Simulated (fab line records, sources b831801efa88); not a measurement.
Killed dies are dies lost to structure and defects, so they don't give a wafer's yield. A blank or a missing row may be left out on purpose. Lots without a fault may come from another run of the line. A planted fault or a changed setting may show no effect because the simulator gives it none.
Chamber matching | flow gf180mcu | GF_V4_CMP_26 on cmp-01: 4 sister chambers
The step polishes, stops on SiO2, t overpolish 15 s, target thk 0 nm. 4 wafers are shown with their chamber, then 7 later ones without.

WAFERS WITH THEIR CHAMBER
wafer  | chamber | motor_current_A (A)
L364.1 | 2       | 10.7
L364.5 | 0       | 11.9
L367.1 | 3       | 10.6
L367.2 | 1       | 11.0

WAFERS WITHOUT THEIR CHAMBER
wafer  | motor_current_A (A)
L367.4 | 10.2
L373.2 | 11.2
L373.3 | 11.7
L373.5 | 11.4
L375.1 | 10.2
L375.2 | 11.7
L375.4 | 9.8

WHICH CHAMBER EACH WENT THROUGH
wafer  | from the rows above               | in truth
L367.4 | can't be placed: 3 or 2 or 1      | 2
L373.2 | can't be placed: 1 or 2 or 3 or 0 | 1
L373.3 | can't be placed: 0 or 1 or 2      | 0
L373.5 | can't be placed: 1 or 0 or 2 or 3 | 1
L375.1 | can't be placed: 3 or 2 or 1      | 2
L375.2 | can't be placed: 0 or 1 or 2      | 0
L375.4 | can't be placed: 3 or 2 or 1      | 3
Placed correctly: 0 of 7. Can't be placed from these rows: 7 (the true chamber is among the candidates in 7). Placed wrongly: 0.
How it was worked out, from the rows above alone: a wafer's distance from a chamber is the root of the sum, over the readings, of the square of ((its reading less the chamber's mean) divided by the reading's scatter). The wafer belongs to the nearest chamber; if the next one is less than 2 further off, it can't be placed. A chamber's mean is the mean of its shown wafers. The scatter: with one shown wafer a chamber, the root of the mean of the squares of how far each hidden wafer lies from its nearest shown one.
